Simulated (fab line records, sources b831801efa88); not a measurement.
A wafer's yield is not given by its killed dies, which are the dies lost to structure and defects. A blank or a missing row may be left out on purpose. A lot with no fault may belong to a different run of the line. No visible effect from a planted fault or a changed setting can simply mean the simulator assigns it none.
fab line records -- flow gf180mcu
record lots=13, wafers=39, lastDay=34
route steps=602 shown VT_IMPLANT@99 HV_LDD@182 CONTACT@310 M1@316
lots untouched by any fault: they come from a run of this same line in which no faults occurred
startH: hours from the record's opening day to when the first of the lot's shown wafers began -- waitH: hours from the lot's prior step to this one -- " identical to the entry in the row above -- L1.1+2: a single row standing in for several wafers -- - value missing, or start not given -- * or withheld: withheld -- < > ~ a bound
route shown NAME@n: names a module that has steps shown in the file, with the first one's number in the route -- usual: mean/standard deviation taken from wafers without a fault -- same: alike in all rows -- chamber/n: place in a boat -- sites: the reading at each site -- _std_site: how widely they spread, as a standard deviation -- _edge_site: mean of outer sites minus mean of inner sites -- radiusMm: how far each site lies from the wafer's centre -- mask NAME#n: copy n -- behind: the most recent tool/chamber to have shaped the wafer -- hold: what put the lot on hold/how long, in hours/how the hold closed -- device: whichever transistor did not switch (one of n, p or np) -- end of line: the same wafers' tests at the end of the route -- where a step has no rows: the recipe by itself -- killed: at the first sort, the dies lost to defects and structure; wafer yield is something else -- map: shows each die of a wafer: x if killed, . if not, _ if none is there
set.NAME: the setting as run; set.NAME@STEP: as run at that earlier step -- model.NAME: the simulator's own value behind a step, which no gauge read
the route's steps for a sample of lots (tables are steps, rows are wafers)
services: the hour from which a tool's chamber was out of use, counted from the record's first day as startH (under 0 if before that day), plus the number of hours and why
## steps
# step GF_VT_IMPLANT_STRIP_09
# recipe chemistry=O2/N2, powerW=1400, pressureMtorr=1500, platenTempC=250, o2FlowSccm=3000, n2FlowSccm=300, overashFraction=0.5
# usual chamberPressureMTorr=1500.1/1.3, drypumpMotorCurrentA=5.8/0.34, heaterPowerW=322/32, oesProductAu=0.715/0.0044, stripTimeToEndpointS=12.63/0.043
lot.wafer,tool,chamber,startH,waitH,chamberPressureMTorr,drypumpMotorCurrentA,heaterPowerW,oesProductAu,rfHoursCounterH,stripTimeToEndpointS
L556.3,plasmaAsher-04,1,118.65,0.1,1500.5,5.7,317,0.720,-,12.62
L556.5,plasmaAsher-04,1,118.65,0.1,1501.3,5.7,312,0.717,-,12.60
L556.6,plasmaAsher-04,0,118.65,0.1,1501.4,5.8,368,0.708,-,12.59
L558.2,plasmaAsher-01,0,132.06,0.1,1501.5,6.1,295,0.720,36,12.69
L558.3,plasmaAsher-01,1,132.06,0.1,1501.9,6.2,327,0.721,-,12.67
L558.6,plasmaAsher-01,0,132.06,0.1,1499.5,6.0,293,0.717,-,12.67
L559.3,plasmaAsher-01,1,137.55,0.1,1501.3,6.2,333,0.718,-,12.53
L559.4,plasmaAsher-01,0,137.55,0.1,1501.7,6.1,289,0.715,-,12.57
L559.6,plasmaAsher-01,0,137.55,0.1,1501.4,6.1,293,0.715,-,12.56
L560.2,plasmaAsher-02,1,142.35,0.1,1498.2,5.3,302,0.715,2,12.56
L560.3,plasmaAsher-02,0,142.35,0.1,1499.9,5.1,281,0.708,-,12.57
L560.5,plasmaAsher-02,0,142.35,0.1,1502.0,5.1,291,0.711,-,12.58
L561.3,plasmaAsher-04,0,149.20,0.1,1500.1,5.8,383,0.719,-,12.62
L561.4,plasmaAsher-04,1,149.20,0.1,1499.8,5.7,311,0.718,-,12.62
L561.6,plasmaAsher-04,1,149.20,0.1,1499.6,5.7,317,0.720,-,12.61
L569.2,plasmaAsher-02,0,195.77,0.1,1502.4,5.1,290,0.711,8,12.60
L569.4,plasmaAsher-02,0,195.77,0.1,1498.0,5.1,291,0.710,-,12.65
L569.6,plasmaAsher-02,1,195.77,0.1,1498.2,5.2,294,0.715,-,12.65
L570.1,plasmaAsher-01,0,203.06,0.1,1500.4,6.1,295,0.709,44,12.63
L570.3,plasmaAsher-01,0,203.06,0.1,1500.1,6.0,290,0.714,-,12.65
L570.4,plasmaAsher-01,1,203.06,0.1,1498.8,6.1,325,0.714,-,12.67
L572.2,plasmaAsher-01,0,214.47,0.1,1499.5,6.1,289,0.715,45,12.68
L572.3,plasmaAsher-01,1,214.47,0.1,1501.8,6.2,326,0.721,-,12.71
L572.5,plasmaAsher-01,1,214.47,0.1,1496.7,6.2,327,0.718,-,12.69
L573.1,plasmaAsher-04,1,221.82,0.1,1500.0,5.7,310,0.725,54,12.71
L573.4,plasmaAsher-04,0,221.82,0.1,1498.2,5.8,380,0.720,-,12.70
L573.5,plasmaAsher-04,1,221.82,0.1,1497.8,5.7,315,0.717,-,12.68
L574.1,plasmaAsher-04,1,227.52,0.1,1499.6,5.7,311,0.715,55,12.66
L574.3,plasmaAsher-04,0,227.52,0.1,1498.9,5.8,370,0.716,-,12.69
L574.5,plasmaAsher-04,0,227.52,0.1,1501.3,5.8,383,0.712,-,12.67
L576.1,plasmaAsher-04,0,241.47,0.1,1499.4,5.8,379,0.717,56,12.61
L576.2,plasmaAsher-04,1,241.47,0.1,1501.6,5.7,316,0.710,56,12.60
L576.6,plasmaAsher-04,0,241.47,0.1,1501.6,5.8,378,0.717,-,12.65
L577.1,plasmaAsher-02,1,246.96,0.1,1498.0,5.3,299,0.708,14,12.62
L577.3,plasmaAsher-02,0,246.96,0.1,1503.2,5.1,288,0.719,-,12.57
L577.6,plasmaAsher-02,0,246.96,0.1,1499.4,5.0,280,0.709,-,12.56
L578.1,plasmaAsher-04,1,253.02,0.1,1501.0,5.7,320,0.715,58,12.60
L578.2,plasmaAsher-04,0,253.02,0.1,1497.6,5.8,384,0.715,58,12.66
L578.4,plasmaAsher-04,1,253.02,0.1,1502.6,5.7,317,0.715,-,12.67
# step GF_HV_LDD_DEVELOP_06
# recipe developTimeS=60, devTempC=23
# usual chillPlateTempC=22.98/0.11
lot.wafer,tool,chamber,startH,waitH,chillPlateTempC
L556.3,lithoTrack-01,0,225.37,0.1,23.07
L556.5,lithoTrack-01,0,225.37,0.1,22.98
L556.6,lithoTrack-01,0,225.37,0.1,22.99
L558.2,lithoTrack-02,0,237.21,0.1,22.89
L558.3,lithoTrack-02,0,237.21,0.1,22.87
L558.6,lithoTrack-02,0,237.21,0.1,22.91
L559.3,lithoTrack-02,0,249.19,0.1,23.08
L559.4,lithoTrack-02,0,249.19,0.1,23.02
L559.6,lithoTrack-02,0,249.19,0.1,22.92
L560.2,lithoTrack-01,0,251.25,0.1,22.95
L560.3,lithoTrack-01,0,251.25,0.1,22.91
L560.5,lithoTrack-01,0,251.25,0.1,22.97
L561.3,lithoTrack-02,0,260.79,0.1,22.81
L561.4,lithoTrack-02,0,260.79,0.1,23.00
L561.6,lithoTrack-02,0,260.79,0.1,22.95
L569.2,lithoTrack-02,0,318.61,0.1,22.91
L569.4,lithoTrack-02,0,318.61,0.1,23.11
L569.6,lithoTrack-02,0,318.61,0.1,23.07
L570.1,lithoTrack-02,0,327.28,0.1,22.89
L570.3,lithoTrack-02,0,327.28,0.1,23.01
L570.4,lithoTrack-02,0,327.28,0.1,23.00
L572.2,lithoTrack-04,0,340.72,0.1,23.17
L572.3,lithoTrack-04,0,340.72,0.1,23.10
L572.5,lithoTrack-04,0,340.72,0.1,22.86
L573.1,lithoTrack-02,0,350.68,0.1,22.88
L573.4,lithoTrack-02,0,350.68,0.1,22.81
L573.5,lithoTrack-02,0,350.68,0.1,22.88
L574.1,lithoTrack-02,0,355.23,0.1,23.32
L574.3,lithoTrack-02,0,355.23,0.1,23.10
L574.5,lithoTrack-02,0,355.23,0.1,23.17
L576.1,lithoTrack-01,0,372.47,0.1,22.88
L576.2,lithoTrack-01,0,372.47,0.1,22.90
L576.6,lithoTrack-01,0,372.47,0.1,22.87
L577.1,lithoTrack-02,0,375.08,0.1,22.95
L577.3,lithoTrack-02,0,375.08,0.1,22.92
L577.6,lithoTrack-02,0,375.08,0.1,22.86
L578.1,lithoTrack-04,0,385.89,0.1,22.74
L578.2,lithoTrack-04,0,385.89,0.1,22.84
L578.4,lithoTrack-04,0,385.89,0.1,22.81
# step GF_HV_LDD_CD_MEAS_07
# recipe targetCdNm=400
# usual cdNm=400.0/2.4
lot.wafer,tool,chamber,startH,waitH,cdNm
L556.3,cdSem-02,-,225.51,0.1,401.5
L556.5,cdSem-02,-,225.51,0.1,399.7
L556.6,cdSem-02,-,225.51,0.1,402.2
L558.2,cdSem-02,-,237.36,0.1,393.9
L558.3,cdSem-02,-,237.36,0.1,396.3
L558.6,cdSem-02,-,237.36,0.1,398.0
L559.3,cdSem-02,-,249.39,0.2,425.8
L559.4,cdSem-02,-,249.39,0.2,427.4
L559.6,cdSem-02,-,249.39,0.2,428.0
L560.2,cdSem-02,-,251.39,0.1,398.7
L560.3,cdSem-02,-,251.39,0.1,399.1
L560.5,cdSem-02,-,251.39,0.1,396.5
L561.3,cdSem-02,-,260.93,0.1,426.5
L561.4,cdSem-02,-,260.93,0.1,428.1
L561.6,cdSem-02,-,260.93,0.1,427.3
L569.2,cdSem-01,-,318.75,0.1,400.1
L569.4,cdSem-01,-,318.75,0.1,400.6
L569.6,cdSem-01,-,318.75,0.1,399.7
L570.1,cdSem-01,-,327.43,0.1,399.5
L570.3,cdSem-01,-,327.43,0.1,398.3
L570.4,cdSem-01,-,327.43,0.1,399.3
L572.2,cdSem-01,-,340.86,0.1,396.4
L572.3,cdSem-01,-,340.86,0.1,394.8
L572.5,cdSem-01,-,340.86,0.1,392.1
L573.1,cdSem-02,-,350.94,0.2,404.7
L573.4,cdSem-02,-,350.94,0.2,401.7
L573.5,cdSem-02,-,350.94,0.2,400.9
L574.1,cdSem-02,-,355.38,0.1,404.1
L574.3,cdSem-02,-,355.38,0.1,402.0
L574.5,cdSem-02,-,355.38,0.1,400.3
L576.1,cdSem-02,-,372.62,0.1,398.2
L576.2,cdSem-02,-,372.62,0.1,400.1
L576.6,cdSem-02,-,372.62,0.1,399.5
L577.1,cdSem-02,-,375.23,0.1,403.5
L577.3,cdSem-02,-,375.23,0.1,402.3
L577.6,cdSem-02,-,375.23,0.1,402.0
L578.1,cdSem-01,-,386.04,0.1,399.5
L578.2,cdSem-01,-,386.04,0.1,398.0
L578.4,cdSem-01,-,386.04,0.1,398.7
# step GF_CONTACT_SPUTTER_23
# recipe material=TiN, targetThkNm=10, chamberPressurePa=5, powerW=4000, timeS=40
# usual throttleValvePct=30.4/0.97
lot.wafer,tool,chamber,startH,waitH,throttleValvePct
L556.3,pvdSputter-01,-,374.02,0.0,31.0
L556.5,pvdSputter-01,-,374.02,0.0,29.5
L556.6,pvdSputter-01,-,374.02,0.0,30.9
L558.2,pvdSputter-04,-,389.22,0.0,32.3
L558.3,pvdSputter-04,-,389.22,0.0,27.7
L558.6,pvdSputter-04,-,389.22,0.0,31.3
L559.3,pvdSputter-01,-,402.33,0.0,31.1
L559.4,pvdSputter-01,-,402.33,0.0,30.5
L559.6,pvdSputter-01,-,402.33,0.0,31.0
L560.2,pvdSputter-03,-,411.42,0.0,30.6
L560.3,pvdSputter-03,-,411.42,0.0,31.2
L560.5,pvdSputter-03,-,411.42,0.0,30.7
L561.3,pvdSputter-03,-,418.70,0.0,30.6
L561.4,pvdSputter-03,-,418.70,0.0,31.3
L561.6,pvdSputter-03,-,418.70,0.0,31.5
L569.2,pvdSputter-01,-,496.07,0.0,30.8
L569.4,pvdSputter-01,-,496.07,0.0,30.5
L569.6,pvdSputter-01,-,496.07,0.0,30.5
L570.1,pvdSputter-04,-,496.84,0.0,30.5
L570.3,pvdSputter-04,-,496.84,0.0,27.7
L570.4,pvdSputter-04,-,496.84,0.0,31.9
L572.2,pvdSputter-01,-,513.92,0.0,30.5
L572.3,pvdSputter-01,-,513.92,0.0,30.9
L572.5,pvdSputter-01,-,513.92,0.0,30.4
L573.1,pvdSputter-03,-,525.42,0.0,31.4
L573.4,pvdSputter-03,-,525.42,0.0,29.6
L573.5,pvdSputter-03,-,525.42,0.0,31.6
L574.1,pvdSputter-04,-,527.46,0.0,27.8
L574.3,pvdSputter-04,-,527.46,0.0,31.0
L574.5,pvdSputter-04,-,527.46,0.0,30.1
L576.1,pvdSputter-04,-,546.76,0.0,31.2
L576.2,pvdSputter-04,-,546.76,0.0,27.6
L576.6,pvdSputter-04,-,546.76,0.0,30.1
L577.1,pvdSputter-01,-,548.16,0.0,31.1
L577.3,pvdSputter-01,-,548.16,0.0,29.4
L577.6,pvdSputter-01,-,548.16,0.0,30.4
L578.1,pvdSputter-03,-,558.90,0.0,29.7
L578.2,pvdSputter-03,-,558.90,0.0,30.6
L578.4,pvdSputter-03,-,558.90,0.0,30.4
# step GF_M1_SPUTTER_01
# recipe material=TiN, targetThkNm=30, powerW=6500, timeS=25, chamberPressurePa=0.4
# usual throttleValvePct=30.6/1.1
lot.wafer,tool,chamber,startH,waitH,throttleValvePct
L556.3,pvdSputter-02,-,374.74,0.1,31.3
L556.5,pvdSputter-02,-,374.74,0.1,32.0
L556.6,pvdSputter-02,-,374.74,0.1,31.1
L558.2,pvdSputter-02,-,390.13,0.1,30.7
L558.3,pvdSputter-02,-,390.13,0.1,32.0
L558.6,pvdSputter-02,-,390.13,0.1,31.2
L559.3,pvdSputter-02,-,403.05,0.1,30.7
L559.4,pvdSputter-02,-,403.05,0.1,32.2
L559.6,pvdSputter-02,-,403.05,0.1,29.2
L560.2,pvdSputter-01,-,412.14,0.1,30.9
L560.3,pvdSputter-01,-,412.14,0.1,30.8
L560.5,pvdSputter-01,-,412.14,0.1,29.3
L561.3,pvdSputter-04,-,419.42,0.1,30.2
L561.4,pvdSputter-04,-,419.42,0.1,30.9
L561.6,pvdSputter-04,-,419.42,0.1,27.9
L569.2,pvdSputter-02,-,496.79,0.1,29.0
L569.4,pvdSputter-02,-,496.79,0.1,32.0
L569.6,pvdSputter-02,-,496.79,0.1,31.0
L570.1,pvdSputter-01,-,497.56,0.1,29.6
L570.3,pvdSputter-01,-,497.56,0.1,30.8
L570.4,pvdSputter-01,-,497.56,0.1,30.4
L572.2,pvdSputter-04,-,514.64,0.1,32.2
L572.3,pvdSputter-04,-,514.64,0.1,27.5
L572.5,pvdSputter-04,-,514.64,0.1,32.0
L573.1,pvdSputter-01,-,526.14,0.1,30.5
L573.4,pvdSputter-01,-,526.14,0.1,31.2
L573.5,pvdSputter-01,-,526.14,0.1,29.2
L574.1,pvdSputter-02,-,528.18,0.1,29.2
L574.3,pvdSputter-02,-,528.18,0.1,32.1
L574.5,pvdSputter-02,-,528.18,0.1,30.5
L576.1,pvdSputter-02,-,547.48,0.1,31.1
L576.2,pvdSputter-02,-,547.48,0.1,29.2
L576.6,pvdSputter-02,-,547.48,0.1,32.1
L577.1,pvdSputter-02,-,548.88,0.1,32.3
L577.3,pvdSputter-02,-,548.88,0.1,31.0
L577.6,pvdSputter-02,-,548.88,0.1,28.8
L578.1,pvdSputter-01,-,559.62,0.1,30.8
L578.2,pvdSputter-01,-,559.62,0.1,30.7
L578.4,pvdSputter-01,-,559.62,0.1,30.9
## services
tool,chamber,startH,hours,kind
plasmaAsher-04,-,116.59,0.5,repair
plasmaAsher-04,-,122.33,3.7,repair
pvdSputter-01,-,126.61,2.0,repair
pvdSputter-02,-,139.53,11.7,repair
pvdSputter-03,-,173.96,4.1,repair
plasmaAsher-04,-,177.65,10.2,repair
pvdSputter-02,-,190.57,3.8,repair
pvdSputter-02,-,210.55,2.1,repair
pvdSputter-04,-,211.27,4.9,repair
pvdSputter-02,-,248.24,2.2,repair
pvdSputter-04,-,279.55,4.2,repair
plasmaAsher-01,-,286.25,2.6,repair
plasmaAsher-04,-,314.95,6.7,repair
pvdSputter-01,-,340.30,0.9,repair
plasmaAsher-04,-,343.83,1.7,repair
plasmaAsher-04,-,345.50,17.3,pm
pvdSputter-01,-,355.89,1.0,repair
plasmaAsher-01,-,376.44,4.4,repair
pvdSputter-03,-,396.68,3.9,repair
plasmaAsher-01,-,407.07,2.4,repair
plasmaAsher-04,-,421.35,9.0,pm
pvdSputter-02,-,459.01,8.3,repair
pvdSputter-01,-,492.98,2.6,repair
pvdSputter-02,-,525.37,2.5,repair
## key
firstSign step=GF_HV_LDD_CD_MEAS_07, reading=cdNm, direction=up, sigmas=11, usual=400.0, struck=427.2
effect none on later readings
metAt GF_HV_LDD_DEVELOP_06
struckLots L559,L561
testerLeftOut L559,L561
notActingAt GF_VT_IMPLANT_STRIP_09,GF_CONTACT_SPUTTER_23,GF_M1_SPUTTER_01
onsetBetween 237.21 249.19
fault kind=processParameterDrift, tool=lithoTrack-02, chamber=-, onsetH=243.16, steps=GF_HV_LDD_DEVELOP_06, channel=developTimeS, offset=*, shape=step, endH=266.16, actsIn=*, stated=*
# testerLeftOut: of these lots the tester's yield and bins aren't shown, on N5 and GAA mostly nor the transistor test; their killed dies are dies lost to structure and defects alone, not to doping, threshold or leakage, so they don't give the yield
